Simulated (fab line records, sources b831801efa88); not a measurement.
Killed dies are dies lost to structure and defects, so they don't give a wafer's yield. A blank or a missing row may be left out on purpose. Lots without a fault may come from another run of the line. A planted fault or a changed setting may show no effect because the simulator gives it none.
Which tool did it? | flow sky130 | 12 lots, 36 wafers sampled, at 1 step of a route of 708

WHAT THE GAUGES READ, wafer by wafer
SKY_FIELD_ISO_BOW_MEAS_00.
lot  | measured    | on            | INCOMING_BOW (um)
L075 | day 1 15:00 | film_metro-03 | -3 5 5
L077 | day 2 01:01 | film_metro-02 | 4 -12 -12
L079 | day 2 11:00 | film_metro-04 | -10 0 -9
L081 | day 2 21:01 | film_metro-02 | -6 3 13
L083 | day 3 07:02 | film_metro-04 | 8 5 -3
L085 | day 3 17:00 | film_metro-02 | 4 -12 1
L087 | day 4 03:00 | film_metro-02 | -4 7 5
L089 | day 4 13:00 | film_metro-03 | -6 10 7
L091 | day 4 23:02 | film_metro-04 | -1 -7 7
L093 | day 5 09:00 | film_metro-02 | 11 -1 10
L095 | day 5 19:01 | film_metro-04 | -1 8 -6
L097 | day 6 05:01 | film_metro-03 | -7 1 4

WHICH TOOL RAN EACH LOT (tool, then ch and the chambers of the sampled wafers, then the start)
The record holds no process step before these readings.

THE ANSWER, worked out from the rows above alone
Rule: what is usual is taken from the lots themselves. Put in order of their means at a reading, lots are off if they are a third of the lots or fewer, leave a main group of 4 or more, and stand apart from it by a gap of 3 or more times the standard deviation of the main group's means; of several such gaps the widest counts. A main group whose means are all the same, to the digits that the tables above print for the reading, isn't used. A lot without any number at a reading at which 4 lots or more have one is off too. The other lots that the step has rows for count as sound.
No lot is off at any reading shown: from this, nothing can be told.

WHAT THE SIMULATOR HAD PUT IN
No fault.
